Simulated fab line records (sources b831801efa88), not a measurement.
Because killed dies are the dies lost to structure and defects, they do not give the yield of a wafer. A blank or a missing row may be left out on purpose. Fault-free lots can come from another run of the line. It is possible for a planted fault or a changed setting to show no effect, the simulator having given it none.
Code-filled problem report in 8D (eight disciplines) form	flow gf180mcu	the parts of the form that need people (team, actions taken, sign-off) are left out

== 1. PROBLEM STATEMENT ==
MIM_ALCU_RS at GF_MIM_RS_MEAS_10 reads a mean of 0.1407 ohm/sq on 1 wafer of 1 lot; wafers without a fault read 0.1599 ohm/sq with a standard deviation of 0.0021. That puts it -9.1 standard deviations away from the usual mean.
The step: measures by four-point-probe.
Earliest sighting: wafer L338.3 on filmMetro-03 at day 27 08:35. The record holds 15 wafers of 5 lots with a number at this step. Rule for "out", or "out of limits": more than 4 standard deviations from the usual mean. The rest of the wafers with a number are treated as sound.

== 2. WHAT THIS IS AND IS NOT ==
question	is	is not
which readings at this step	MIM_ALCU_RS	-
which lots	L338	L332, L342, L347, L349
which wafers of those lots	L338.3	L338.2, L338.5
read on which gauges	filmMetro-03	filmMetro-01
when	from day 27 08:35	up to then (5 sound wafers); but 9 sound wafers of L342, L347, L349 came after

== 3. SUSPECTS, AND WHAT RULES EACH OUT ==
Counting: if a tool at a process step up to the reading ran every lot that is out, it stays a suspect. Sound lots after the first of them don't rule it out here, since some wafers of a struck lot are sound.
- the gauge at GF_MIM_RS_MEAS_10 is ruled out. All the wafers that are out were read on filmMetro-03, but those of them that GF_MIM_METAL_ETCH_19 has rows for are out there too, on other tools.
- cvdW-02 at GF_V4_CVD_23 (deposits W, target thk 350 nm, time 104.9 s): kept. It processed L338, the lot that is out, at day 27 07:34, and its most recent sound lot before then was L332 at day 25 10:47.
- pvdSputter-01 at GF_MIM_SPUTTER_01 (material TiN, target thk 30 nm, time 25 s): kept. It processed L338, the lot that is out, at day 27 08:15, and its most recent sound lot before then was L332 at day 25 11:28.
- pvdSputter-01 at GF_MIM_SPUTTER_03 (material Ti, target thk 10 nm, time 6.7 s): kept. It processed L338, the lot that is out, at day 27 08:19, and its most recent sound lot before then was L332 at day 25 11:32.
- pvdSputter-01 at GF_MIM_SPUTTER_04 (material TiN, target thk 50 nm, time 41.7 s): kept. It processed L338, the lot that is out, at day 27 08:20, and its most recent sound lot before then was L332 at day 25 11:33.
- pvdSputter-04 at GF_MIM_SPUTTER_08 (material AlCu, target thk 200 nm, time 10.6 s): kept. It processed L338, the lot that is out, at day 27 08:31, and its most recent sound lot before then was L332 at day 25 11:44.
Left after counting: cvdW-02 at GF_V4_CVD_23, pvdSputter-01 at GF_MIM_SPUTTER_01, pvdSputter-01 at GF_MIM_SPUTTER_03, pvdSputter-01 at GF_MIM_SPUTTER_04, pvdSputter-04 at GF_MIM_SPUTTER_08.

== 4. THE CAUSE (what the simulator had put in) ==
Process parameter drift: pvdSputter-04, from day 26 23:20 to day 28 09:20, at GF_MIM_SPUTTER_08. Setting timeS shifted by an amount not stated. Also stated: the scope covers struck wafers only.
Counting left 5 suspects, and this tool is among them.

== 5. THE EFFECT CHAIN, in route order ==
Each row: a reading where the mean over the struck wafers with a number is more than 3 standard deviations away from the usual. Scope: only readings with a usual standard deviation given in the record; hours: median across lots of the time from each lot's start at the first step in this table that gives one to its start at this step; sigmas: change in usual standard deviations.
hours	step	reading	usual	on struck wafers	change	sigmas
0	GF_MIM_RS_MEAS_10	MIM_ALCU_RS	0.1599 ohm/sq	0.1407	-0.0192	-9.1
0	GF_MIM_THK_MEAS_11	MIM_ALCU_THK	201.6 nm	230.0	+28.4	+11
22	GF_MIM_METAL_ETCH_19	oesProductAu	0.942 a.u.	0.985	+0.043	+5.8
22	GF_MIM_METAL_ETCH_19	throttleValvePct	28.284 %	28.246	-0.038	-3.5
106	GF_PASSIVATION_PROBE_99	defectLimitedYield	90.3 %	55.3	-35.0	-23
106	GF_PASSIVATION_PROBE_99	killedAtOther	0.1	158.0	+157.9	+99 or more
106	GF_PASSIVATION_PROBE_99	killedDies	48	220	+172	+24
106	GF_PASSIVATION_PROBE_99	killedOnRim	10	74	+64	+21
106	GF_PASSIVATION_PROBE_99	sort_bin_3_pad_short	0.4 %	32.7	+32.3	+99 or more
106	GF_PASSIVATION_PROBE_99	sortNPass	444	272	-172	-24
106	GF_PASSIVATION_PROBE_99	sortYieldPct	90.3 %	55.3	-35.0	-23
Process steps it contains:
- GF_MIM_METAL_ETCH_19: etches the open film in Cl2/BCl3, stops on Si3N4, target depth 324.5 nm, time 54.1 s.
- GF_PASSIVATION_PROBE_99

== 6. HOW IT WOULD HAVE BEEN CAUGHT EARLIER ==
The first out-of-limits reading at a measuring or inspecting step in this record came at day 27 08:35, 9 hours after the fault's start at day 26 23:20.
No tool reading at GF_MIM_SPUTTER_08 that has a usual standard deviation in the record was out on any struck wafer, so an alarm limit of 4 standard deviations on those readings would not have fired.
The start of GF_MIM_SPUTTER_08 on pvdSputter-04 came by day 27 08:35 for every one of the lots that are out (1). A hold on the tool at that time would have spared none of them.
